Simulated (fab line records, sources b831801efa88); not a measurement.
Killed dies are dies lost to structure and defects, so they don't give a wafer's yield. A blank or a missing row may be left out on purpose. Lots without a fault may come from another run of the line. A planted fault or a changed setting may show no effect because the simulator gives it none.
Split-lot experiment | flow sfq_line | 5 lots, 23 wafers read, on a route of 325 steps

THE SPLIT
At SFQ_TRILAYER_JJ_TRILAYER_DEP_SPUTTER_112 (material Nb, target thk 170 nm, time 113.3 s), the setting power_w was moved away from the recipe's 2000 W on 5 of the 23 wafers read, by +3.8% to +5.9%. The other wafers ran this setting at the recipe's value.

The file shows no step between the split and the reading.

THE READING
JJ_NB_RS, in ohm/sq, at SFQ_JJ_RS_MEAS_929 (measures by four-point-probe). Fault-free wafers of this fab line usually give 1.044 ohm/sq, standard deviation 0.012 ohm/sq.

wafer  | tool, chamber at the split | power_w as run, W | against the recipe | JJ_NB_RS, ohm/sq | against lot-mates on the recipe
L076.1 | pvd_sputter-05, -          | 2000              | recipe             | 1.020            | -
L076.2 | pvd_sputter-05, -          | 2000              | recipe             | 1.019            | -
L076.3 | pvd_sputter-05, -          | 2000              | recipe             | 1.033            | -
L076.4 | pvd_sputter-05, -          | 2000              | recipe             | 1.015            | -
L076.6 | pvd_sputter-05, -          | 2000              | recipe             | 1.022            | -
L078.1 | pvd_sputter-05, -          | 2118              | +5.9%              | 0.975            | -0.059
L078.2 | pvd_sputter-05, -          | 2118              | +5.9%              | 0.984            | -0.050
L078.4 | pvd_sputter-05, -          | 2118              | +5.9%              | 0.976            | -0.058
L078.5 | pvd_sputter-05, -          | 2000              | recipe             | 1.032            | -
L078.6 | pvd_sputter-05, -          | 2000              | recipe             | 1.036            | -
L079.2 | pvd_sputter-05, -          | 2000              | recipe             | 1.054            | -
L079.3 | pvd_sputter-05, -          | 2000              | recipe             | 1.043            | -
L079.5 | pvd_sputter-05, -          | 2000              | recipe             | 1.038            | -
L080.1 | pvd_sputter-03, -          | 2000              | recipe             | 1.031            | -
L080.3 | pvd_sputter-03, -          | 2000              | recipe             | 1.037            | -
L080.4 | pvd_sputter-03, -          | 2000              | recipe             | 1.029            | -
L080.5 | pvd_sputter-03, -          | 2000              | recipe             | 1.027            | -
L080.6 | pvd_sputter-03, -          | 2000              | recipe             | 1.039            | -
L081.1 | pvd_sputter-06, -          | 2075              | +3.8%              | 0.999            | -0.048
L081.2 | pvd_sputter-06, -          | 2000              | recipe             | 1.056            | -
L081.4 | pvd_sputter-06, -          | 2000              | recipe             | 1.042            | -
L081.5 | pvd_sputter-06, -          | 2075              | +3.8%              | 1.015            | -0.032
L081.6 | pvd_sputter-06, -          | 2000              | recipe             | 1.042            | -

THE FIT
A straight line over all 23 wafers: JJ_NB_RS changes by -0.00904 ohm/sq for each +1% of power_w; r = -0.88; the points scatter about the line by 0.011 ohm/sq.
The same after taking each lot's own level away (the mean of its wafers on the recipe; 23 wafers): -0.00965 ohm/sq for each +1%; r = -0.96; scatter 0.006 ohm/sq.
On that fit, the largest move of power_w shifts the reading by 0.057 ohm/sq.
The lots' own levels span 1.0218 to 1.0467 ohm/sq, that is 2.1 times the standard deviation above.
So the lot-to-lot level changes the slope little: the two slopes agree.
Check: with one of the wafers moved furthest among these (+5.9%) left out of the fit, the line predicts -0.0564 ohm/sq for it against its lot-mates. It came out at -0.059 ohm/sq against them.

OTHER SPLITS ON THESE WAFERS
These wafers also went through other splits before the reading. Each is held against what the fit with the lots' levels taken away leaves over:
other split on the same wafers                      | wafers away from the commonest value | r with JJ_NB_RS (lot level and that fit taken away)
SFQ_TRILAYER_M3_LITHO_PEB_078 peb_temp_c            | 11                                   | -0.08
SFQ_TRILAYER_I3_VIA_LITHO_COAT_090 spin_rpm         | 8                                    | +0.37
SFQ_TRILAYER_I3_VIA_BARC_OPEN_VIA_ETCH_121 source_w | 9                                    | +0.05
SFQ_TRILAYER_M4_LITHO_COAT_098 spin_rpm             | 5                                    | -0.01
SFQ_TRILAYER_M4_LITHO_PEB_096 peb_temp_c            | 8                                    | -0.11
SFQ_TRILAYER_I4_VIA_LITHO_COAT_108 resist_thk_nm    | 8                                    | +0.19

THE WHOLE CHAIN: every reading that the file lists as answering this split, in the file's order
step                                     | what it does                                 | reading                                                                                            | change (the file's fit)              | r (the file's)
SFQ_TRILAYER_JJ_TRILAYER_DEP_SPUTTER_112 | material Nb, target thk 170 nm, time 113.3 s | Nb_of_TRILAYER_JJ_TRILAYER_DEP_SPUTTER_112.thk_nm (the simulator's own value, which no gauge read) | +1.68 nm for each +1% of the setting | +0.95
SFQ_JJ_RS_MEAS_929                       | measures by four-point-probe                 | JJ_NB_RS                                                                                           | -0.00971 for each +1% of the setting | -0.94

THE FILE'S OWN FIT
JJ_NB_RS changes by -0.00971 ohm/sq for each +1% of power_w, r = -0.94.
